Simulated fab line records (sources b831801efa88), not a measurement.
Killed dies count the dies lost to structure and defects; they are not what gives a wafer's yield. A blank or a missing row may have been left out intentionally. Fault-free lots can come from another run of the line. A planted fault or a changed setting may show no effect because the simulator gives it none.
Struck lot and sound lot, side by side || flow sky130 || 15 steps out of a route of 708
Sound: the wafers L853.2, L853.4, L853.6. Wafers L866.2, L866.4, L866.5 were the ones struck. The cause is named last.
Per side, at each step with rows, come the tool, then ch with its chambers, and then its first start. Under that, the readings that differ: sound wafers || struck wafers || difference of the means || sigmas: that difference in standard deviations of wafers without a fault.
alike: same words and numbers on both sides, and readings whose means sit less than 2 such deviations apart. not compared: any withheld reading, any reading some wafer has no value for, any bound like >300 that may hide the same value, and any number with overlapping values for which the record gives no deviation.
The two part at a step that has a row with sigmas, a row that says differs or no value, or rows on one side only. Non-overlapping numbers with no deviation appear without sigmas and do not part them. A reading that every wafer of one side lacks parts them only if that side has two wafers or more.

first, 4 steps without rows for these wafers: SKY_VIA2_STRIP_17 (strips in post etch residue remover, time 1200 s); SKY_VIA2_CLEAN_18 (cleans in IPA, time 180 s); SKY_VIA2_CLEAN_19 (cleans in O3/DIW); SKY_VIA2_SPUTTER_20 (material TiN, target thk 20 nm, time 80 s).
SKY_VIA2_CVD_21: deposits W, target thk 420 nm, time 126.4 s.
  sound on cvd-w-01 ch 0,1, day 37 11:54; struck on cvd-w-01 ch 0, day 42 19:53
  alike: chamber-pressure-Torr, heater-power-w
SKY_VIA2_RS_MEAS_22: uses a four-point probe to measure.
  sound: film-metro-01 at day 37 12:03; struck: film-metro-01 at day 42 20:02
  alike: VIA2_W_RS
SKY_VIA2_THK_MEAS_23: measures by xrf.
  sound: film-metro-01 at day 37 12:10; struck: film-metro-01 at day 42 20:09
  alike: VIA2_W_THK
then, 1 step without rows for these wafers: SKY_VIA2_CMP_24 (polishes, stops on SiO2, t overpolish 20 s, target thk 0 nm).
SKY_METAL3_SPUTTER_00: material Ti, target thk 15 nm, time 10 s.
  sound: pvd-sputter-01 at day 37 12:31; struck: pvd-sputter-02 at day 42 20:30
  alike: throttle-valve-pct
SKY_METAL3_SPUTTER_01: material TiN, target thk 20 nm, time 16.7 s.
  sound: pvd-sputter-01 at day 37 12:32; struck: pvd-sputter-02 at day 42 20:32
  alike: throttle-valve-pct
SKY_METAL3_SPUTTER_02: material AlCu, target thk 735 nm, time 39.1 s.
  sound: pvd-sputter-01 at day 37 12:34; struck: pvd-sputter-02 at day 42 20:33
  alike: throttle-valve-pct
SKY_METAL3_SPUTTER_03: material Ti, target thk 5 nm, time 3.3 s.
  sound: pvd-sputter-01 at day 37 12:36; struck: pvd-sputter-02 at day 42 20:35
  alike: throttle-valve-pct
SKY_METAL3_SPUTTER_04: material TiN, target thk 70 nm, time 58.3 s.
  sound: pvd-sputter-01 at day 37 12:37; struck: pvd-sputter-02 at day 42 20:37
{"reading": "model.TiN_of_METAL3_SPUTTER_04.thk-nm (nm)", "sound": "70.69 71.54 71.29", "struck": "86.12 84.78 86.36", "difference": "+14.58", "sigmas": ""}
  alike: throttle-valve-pct
then, 1 step without rows for these wafers: SKY_CAPM_CVD_00 (deposits SiO2, target thk 15.5 nm).
-- the record jumps here: 8 days lie between the struck wafers' starts before and after (it left off in module CAPM and takes up again in module PAD_OPEN, whose first step shown is number 708 of the route) --
SKY_PAD_OPEN_PROBE_99:
  sound: prober-01 at day 46 17:23; struck: prober-02 at day 50 14:35
  alike: defect-limited-yield, killed_at_M0_to_M3, killed_at_M4_up, killed-at-contacts, killed-at-front-end, killed-at-other, killed-dies, killed-on-rim, killed-open, killed-short, sort_bin_3_pad_short, sort_bin_5_function, sort_bin_6_memory, sort-n-pass, sort-yield-pct

== WHERE THEY PART ==
Nowhere in this record.

WHY: what the simulator had put in
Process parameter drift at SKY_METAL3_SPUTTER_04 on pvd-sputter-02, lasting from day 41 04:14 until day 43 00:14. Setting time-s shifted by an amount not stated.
